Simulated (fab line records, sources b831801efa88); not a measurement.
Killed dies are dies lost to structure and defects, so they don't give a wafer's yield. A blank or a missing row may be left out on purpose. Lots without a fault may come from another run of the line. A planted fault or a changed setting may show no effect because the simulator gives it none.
Chamber matching | flow gf180mcu | GF_CONTACT_CMP_04 on cmp-01: 3 sister chambers
The step polishes SiO2. 6 wafers are shown with their chamber, then 5 later ones without.

WAFERS WITH THEIR CHAMBER
wafer  | chamber | motor_current_A (A) | time_to_endpoint_s (s)
L221.1 | 3       | 12.4                | 117
L221.2 | 1       | 12.1                | 102
L223.3 | 1       | 11.9                | 101
L223.6 | 3       | 12.8                | 115
L224.2 | 0       | 12.8                | 120
L224.5 | 0       | 12.5                | 123

WAFERS WITHOUT THEIR CHAMBER
wafer  | motor_current_A (A) | time_to_endpoint_s (s)
L224.6 | 12.3                | 119
L230.1 | 11.5                | 111
L230.2 | 12.7                | 116
L231.4 | 12.2                | 120
L231.5 | 11.8                | 115

WHICH CHAMBER EACH WENT THROUGH
wafer  | from the rows above     | in truth
L224.6 | can't be placed: 0 or 3 | 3
L230.1 | can't be placed: 3 or 1 | 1
L230.2 | 3                       | 3
L231.4 | can't be placed: 0 or 3 | 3
L231.5 | 3                       | 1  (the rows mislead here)
Placed correctly: 1 of 5. Can't be placed from these rows: 3 (the true chamber is among the candidates in 3). Placed wrongly: 1.
How it was worked out, from the rows above alone: a wafer's distance from a chamber is the root of the sum, over the readings, of the square of ((its reading less the chamber's mean) divided by the reading's scatter). The wafer belongs to the nearest chamber; if the next one is less than 2 further off, it can't be placed. A chamber's mean is the mean of its shown wafers. The scatter: the root of (the sum of the squares of (reading less its chamber's mean) over the shown wafers, divided by (wafers less chambers)).
